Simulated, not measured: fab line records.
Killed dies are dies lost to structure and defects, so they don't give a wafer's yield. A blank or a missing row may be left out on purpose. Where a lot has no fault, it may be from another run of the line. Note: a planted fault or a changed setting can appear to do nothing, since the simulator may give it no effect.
Which tool did it? -- flow sky130 -- 72 wafers from 24 lots sampled at 6 of the route's 708 steps

WHAT THE GAUGES READ, wafer by wafer
SKY_SONOS_TUNNEL_OVL_MEAS_08. Usual: SONOS_TUNNEL_OVL typically reads 0.2 nm, with standard deviation 1.2.
lot,measured,on,SONOS_TUNNEL_OVL (nm),flag
L074,day 11 00:10,overlay-02,-0.4 -1.1 -1.3,
L075,day 12 07:07,overlay-01,2.5 2.7 1.5,
L076,day 12 04:16,overlay-01,1.3 -0.6 0.7,
L077,day 12 15:25,overlay-01,0.2 -0.5 1.6,
L078,day 12 12:13,overlay-02,-0.8 -0.6 -0.9,
L079,day 12 22:25,overlay-02,-1.1 1.4 0.8,
L080,day 13 03:25,overlay-02,0.5 0.1 0.1,
L081,day 13 11:43,overlay-02,-3.2 -2.4 0.6,
L082,day 13 19:07,overlay-02,2.0 3.0 1.3,
L083,day 14 06:58,overlay-01,-1.3 -0.1 0.0,
L084,day 14 12:07,overlay-01,-0.6 2.1 0.4,
L085,day 15 00:23,overlay-02,0.6 -0.5 -0.2,
L086,day 15 03:52,overlay-01,-0.3 0.9 1.1,
L087,day 15 09:49,overlay-02,-0.4 -0.9 1.4,
L088,day 15 23:01,overlay-01,-1.6 -1.4 -0.8,
L089,day 17 09:22,overlay-02,2.4 0.2 0.9,
L090,day 17 08:58,overlay-02,-1.5 0.6 0.4,
L091,day 17 13:01,overlay-02,-2.3 -1.0 -0.4,
L092,day 17 22:19,overlay-02,-1.7 -0.7 -0.7,
L093,day 17 17:31,overlay-02,-1.6 0.1 -3.1,
L094,day 17 23:31,overlay-02,-1.3 -1.3 -0.4,
L095,day 18 18:52,overlay-01,0.8 0.6 -1.0,
L096,day 18 18:34,overlay-01,0.5 1.7 1.5,
L097,day 19 10:58,overlay-02,1.4 0.1 1.6,

SKY_LDD_LDN_OVL_MEAS_07. Usual: LDD_LDN_OVL typically reads 0.8 nm, with standard deviation 1.1.
lot,measured,on,LDD_LDN_OVL (nm),flag
L074,day 22 10:41,overlay-01,1.6 1.8 0.6,
L075,day 23 23:30,overlay-02,-0.3 1.7 1.0,
L076,day 23 16:08,overlay-01,2.4 2.0 1.2,
L077,day 24 08:44,overlay-01,-0.1 0.9 0.1,
L078,day 24 03:11,overlay-02,2.5 2.9 0.7,
L079,day 24 23:32,overlay-02,-0.4 -0.6 -0.9,
L080,day 25 04:23,overlay-02,0.5 3.0 1.5,
L081,day 25 08:20,overlay-02,-0.3 1.6 1.2,
L082,day 25 15:32,overlay-01,0.0 -0.2 -0.1,
L083,day 25 22:54,overlay-01,-0.6 -0.6 -1.9,
L084,day 26 21:29,overlay-01,0.2 1.6 1.4,
L085,day 26 21:51,overlay-01,1.1 2.3 1.5,
L086,day 27 02:17,overlay-02,0.6 0.6 -0.6,
L087,day 27 03:29,overlay-01,0.4 0.2 -2.4,
L088,day 27 17:00,overlay-01,0.7 -0.7 -0.1,
L089,day 29 03:59,overlay-02,0.8 0.8 -0.2,
L090,day 29 01:38,overlay-02,0.9 2.3 3.2,
L091,day 29 07:54,overlay-02,1.5 0.1 0.1,
L092,day 29 19:23,overlay-01,0.0 0.8 0.1,
L093,day 29 15:23,overlay-02,0.9 -1.2 -0.8,
L094,day 29 19:18,overlay-01,2.7 2.1 1.9,
L095,day 30 11:17,overlay-01,0.9 0.5 0.3,
L096,day 30 09:29,overlay-01,1.9 0.0 -0.6,
L097,day 31 02:38,overlay-02,2.6 4.1 1.0,

SKY_METAL1_CD_MEAS_15 targets a cd of 140 nm. Usual: cd_nm at 139.8 nm, with a standard deviation of 1.4.
lot,measured,on,cd_nm (nm),flag
L074,day 32 06:49,cd_sem-02,139.1 139.5 140.0,
L075,day 33 15:26,cd_sem-01,138.6 139.3 138.8,
L076,day 33 09:14,cd_sem-01,141.8 139.5 139.9,
L077,day 34 03:44,cd_sem-02,138.7 139.5 139.6,
L078,day 33 22:26,cd_sem-02,140.2 140.4 138.6,
L079,day 34 13:52,cd_sem-02,140.9 140.4 140.5,
L080,day 34 16:11,cd_sem-01,139.5 139.2 137.5,
L081,day 34 21:16,cd_sem-02,138.0 140.1 140.0,
L082,day 35 03:50,cd_sem-01,140.8 141.9 142.2,
L083,day 35 08:38,cd_sem-02,139.2 139.0 139.3,
L084,day 36 04:08,cd_sem-01,144.1 142.9 143.7,
L085,day 36 06:12,cd_sem-01,138.8 139.9 138.5,
L086,day 36 06:50,cd_sem-01,138.4 137.6 138.2,
L087,day 36 09:23,cd_sem-02,140.0 138.8 137.4,
L088,day 36 20:26,cd_sem-02,139.4 139.7 141.5,
L089,day 38 04:17,cd_sem-02,139.3 140.4 139.5,
L090,day 38 02:53,cd_sem-01,139.2 140.7 140.8,
L091,day 38 10:15,cd_sem-01,141.6 141.8 139.7,
L092,day 38 19:47,cd_sem-01,139.3 138.9 138.5,
L093,day 38 17:23,cd_sem-02,141.6 140.6 140.8,
L094,day 38 18:08,cd_sem-02,139.0 136.7 138.4,
L095,day 39 09:26,cd_sem-02,139.4 139.4 139.6,
L096,day 39 07:32,cd_sem-02,140.9 138.4 138.5,
L097,day 39 22:37,cd_sem-01,137.9 141.2 139.5,

EACH LOT AND THE TOOL THAT RAN IT (in order: tool; ch and the chambers of the sampled wafers; start)
lot,SKY_FIELD_ISO_STRIP_16,SKY_SPACER_ETCHBACK_02,SKY_LI_CONTACT_SPUTTER_20
L074,"plasma_asher-02 ch 0,1, day 2 04:55","rie_diel-04 ch 1,3, day 22 12:48","pvd_sputter-02, day 28 15:02"
L075,"plasma_asher-02 ch 0,1, day 2 14:45","rie_diel-01 ch 0,3, day 24 01:36","pvd_sputter-02, day 30 03:03"
L076,"plasma_asher-04 ch 0,1, day 2 15:34","rie_diel-01 ch 0,3, day 23 18:16","pvd_sputter-04, day 29 20:25"
L077,"plasma_asher-02 ch 0,1, day 2 22:37","rie_diel-01 ch 1,3, day 24 11:17","pvd_sputter-04, day 30 14:39"
L078,"plasma_asher-04 ch 0,1, day 3 00:25","rie_diel-03 ch 0,1,2, day 24 07:22","pvd_sputter-01, day 30 09:02"
L079,"plasma_asher-04 ch 0,1, day 3 05:04","rie_diel-04 ch 1,2,3, day 25 01:39","pvd_sputter-04, day 31 02:02"
L080,"plasma_asher-02 ch 0,1, day 3 13:22","rie_diel-01 ch 0,1,3, day 25 06:30","pvd_sputter-04, day 31 06:56"
L081,"plasma_asher-02 ch 0,1, day 3 18:25","rie_diel-04 ch 0,1,3, day 25 11:04","pvd_sputter-04, day 31 11:04"
L082,"plasma_asher-02 ch 0,1, day 3 22:40","rie_diel-03 ch 2,3, day 25 17:39","pvd_sputter-04, day 31 18:12"
L083,"plasma_asher-04 ch 0,1, day 4 03:38","rie_diel-01 ch 1,2, day 26 01:36","pvd_sputter-04, day 32 01:46"
L084,"plasma_asher-02 ch 0,1, day 4 10:49","rie_diel-04 ch 0,1,3, day 26 23:36","pvd_sputter-04, day 32 23:20"
L085,"plasma_asher-01 ch 0,1, day 4 14:59","rie_diel-03 ch 0,1, day 27 00:49","pvd_sputter-02, day 33 01:17"
L086,"plasma_asher-04 ch 0, day 4 19:31","rie_diel-01 ch 0,1, day 27 04:24","pvd_sputter-01, day 33 01:46"
L087,"plasma_asher-01 ch 0,1, day 5 00:16","rie_diel-04 ch 0,1,2, day 27 05:37","pvd_sputter-01, day 33 04:12"
L088,"plasma_asher-04 ch 0,1, day 5 05:29","rie_diel-04 ch 0,1, day 27 20:42","pvd_sputter-02, day 33 16:48"
L089,"plasma_asher-01 ch 0,1, day 5 12:04","rie_diel-04 ch 1,2,3, day 29 06:06","pvd_sputter-04, day 34 21:10"
L090,"plasma_asher-04 ch 0,1, day 5 16:25","rie_diel-04 ch 1,2, day 29 03:45","pvd_sputter-02, day 34 19:34"
L091,"plasma_asher-01 ch 0,1, day 5 20:39","rie_diel-01 ch 1,2,3, day 29 12:07","pvd_sputter-02, day 35 02:58"
L092,"plasma_asher-01 ch 0,1, day 6 02:13","rie_diel-03 ch 0,1,3, day 29 22:36","pvd_sputter-02, day 35 11:03"
L093,"plasma_asher-01 ch 0,1, day 6 08:43","rie_diel-04 ch 0,2, day 29 18:05","pvd_sputter-02, day 35 08:13"
L094,"plasma_asher-02 ch 0,1, day 6 13:35","rie_diel-04 ch 0,1,2, day 29 21:24","pvd_sputter-01, day 35 09:36"
L095,"plasma_asher-01 ch 0,1, day 7 00:55","rie_diel-03 ch 0,2,3, day 30 14:50","pvd_sputter-02, day 35 23:30"
L096,"plasma_asher-02 ch 0,1, day 7 01:58","rie_diel-04 ch 0,2,3, day 30 11:36","pvd_sputter-02, day 35 21:44"
L097,"plasma_asher-01 ch 0,1, day 7 11:19","rie_diel-03 ch 0,1, day 31 05:55","pvd_sputter-01, day 36 15:25"
- SKY_FIELD_ISO_STRIP_16: strips in O2/N2.
- SKY_SPACER_ETCHBACK_02: etches Si3N4 in CH3F/O2, stops on SiO2, time 46.7 s, target depth 45 nm.
- SKY_LI_CONTACT_SPUTTER_20: material TiN, target thk 20 nm, time 80 s.

WHAT THE TOOLS THEMSELVES READ (means of the sampled wafers that have a number; where no wafer has one, the mark that the record gives instead)
SKY_FIELD_ISO_STRIP_16. Usual: drypump_motor_current_A 5.6 A, standard deviation 0.39; oes_product_au 0.378 a.u., standard deviation 0.0047; strip_time_to_endpoint_s 3.54 s, standard deviation 0.039.
lot,tool,drypump_motor_current_A (A),oes_product_au (a.u.),strip_time_to_endpoint_s (s),flag
L074,plasma_asher-02,5.2,0.378,3.52,
L075,plasma_asher-02,5.4,0.381,3.57,
L076,plasma_asher-04,5.6,0.378,3.54,
L077,plasma_asher-02,5.3,0.382,3.55,
L078,plasma_asher-04,5.6,0.372,3.52,
L079,plasma_asher-04,5.6,0.378,3.52,
L080,plasma_asher-02,5.4,0.373,3.55,
L081,plasma_asher-02,5.4,0.383,3.57,
L082,plasma_asher-02,5.3,0.378,3.53,
L083,plasma_asher-04,5.9,0.370,3.50,
L084,plasma_asher-02,5.4,0.379,3.57,
L085,plasma_asher-01,5.7,0.376,3.54,
L086,plasma_asher-04,6.3,0.379,3.56,
L087,plasma_asher-01,5.5,0.375,3.55,
L088,plasma_asher-04,6.0,0.381,3.53,
L089,plasma_asher-01,5.6,0.380,3.55,
L090,plasma_asher-04,5.6,0.375,3.55,
L091,plasma_asher-01,5.7,0.376,3.53,
L092,plasma_asher-01,5.5,0.376,3.50,
L093,plasma_asher-01,5.6,0.376,3.48,
L094,plasma_asher-02,5.3,0.376,3.54,
L095,plasma_asher-01,5.5,0.378,3.51,
L096,plasma_asher-02,5.3,0.377,3.53,
L097,plasma_asher-01,5.5,0.377,3.56,

SKY_SPACER_ETCHBACK_02. Usual: drypump_motor_current_A 5.7 A, standard deviation 0.44; oes_product_au 0.855 a.u., standard deviation 0.0061; rf_fwd_power_W 395.9 W, standard deviation 1.8; throttle_valve_pct 10.564 %, standard deviation 0.01.
lot,tool,drypump_motor_current_A (A),oes_product_au (a.u.),rf_fwd_power_W (W),throttle_valve_pct (%),flag
L074,rie_diel-04,5.9,0.854,394.2,10.566,
L075,rie_diel-01,6.1,0.845,395.9,10.565,
L076,rie_diel-01,6.1,0.849,396.1,10.562,
L077,rie_diel-01,6.1,0.851,396.9,10.568,
L078,rie_diel-03,5.7,0.856,397.1,10.575,
L079,rie_diel-04,5.7,0.850,396.2,10.554,
L080,rie_diel-01,5.9,0.856,396.9,10.564,
L081,rie_diel-04,5.5,0.847,395.1,10.560,
L082,rie_diel-03,5.8,0.859,396.1,10.560,
L083,rie_diel-01,5.6,0.861,396.2,10.571,
L084,rie_diel-04,5.5,0.851,395.5,10.554,
L085,rie_diel-03,5.7,0.857,396.4,10.555,
L086,rie_diel-01,5.5,0.855,396.7,10.560,
L087,rie_diel-04,5.7,0.857,393.6,10.567,
L088,rie_diel-04,5.8,0.854,393.8,10.572,
L089,rie_diel-04,5.7,0.850,395.5,10.555,
L090,rie_diel-04,6.1,0.853,393.8,10.569,
L091,rie_diel-01,6.0,0.853,397.9,10.561,
L092,rie_diel-03,5.7,0.857,397.2,10.571,
L093,rie_diel-04,5.3,0.853,394.3,10.564,
L094,rie_diel-04,5.7,0.861,393.2,10.562,
L095,rie_diel-03,5.7,0.857,397.0,10.570,
L096,rie_diel-04,5.3,0.855,394.6,10.559,
L097,rie_diel-03,5.7,0.858,396.5,10.556,

SKY_LI_CONTACT_SPUTTER_20. Usual: throttle_valve_pct at 29.7 %, with a standard deviation of 1.1.
lot,tool,throttle_valve_pct (%),flag
L074,pvd_sputter-02,28.9,
L075,pvd_sputter-02,28.9,
L076,pvd_sputter-04,29.2,
L077,pvd_sputter-04,29.0,
L078,pvd_sputter-01,30.3,
L079,pvd_sputter-04,29.7,
L080,pvd_sputter-04,29.8,
L081,pvd_sputter-04,29.7,
L082,pvd_sputter-04,30.0,
L083,pvd_sputter-04,29.9,
L084,pvd_sputter-04,29.0,
L085,pvd_sputter-02,28.3,
L086,pvd_sputter-01,30.3,
L087,pvd_sputter-01,31.5,
L088,pvd_sputter-02,29.0,
L089,pvd_sputter-04,29.7,
L090,pvd_sputter-02,29.5,
L091,pvd_sputter-02,29.6,
L092,pvd_sputter-02,28.9,
L093,pvd_sputter-02,28.3,
L094,pvd_sputter-01,30.4,
L095,pvd_sputter-02,29.4,
L096,pvd_sputter-02,28.9,
L097,pvd_sputter-01,31.0,

THE ANSWER, worked out from the rows above alone
Rule: a lot is off if the mean of its wafers that have a number lies more than 3 standard deviations from the usual mean. A lot without any number at a reading at which 4 lots or more have one is off too. The other lots that the step has rows for count as sound. The gauges are gone through in route order, then the tools' own readings, and for those a lot's mean is taken as printed above. The first step at which some lot is off is used, and at that step the reading that is off furthest; a lot without a number counts as furthest.
No lot is off on any of the readings shown, so nothing can be concluded from this.

WHAT HAD BEEN PUT IN BY THE SIMULATOR
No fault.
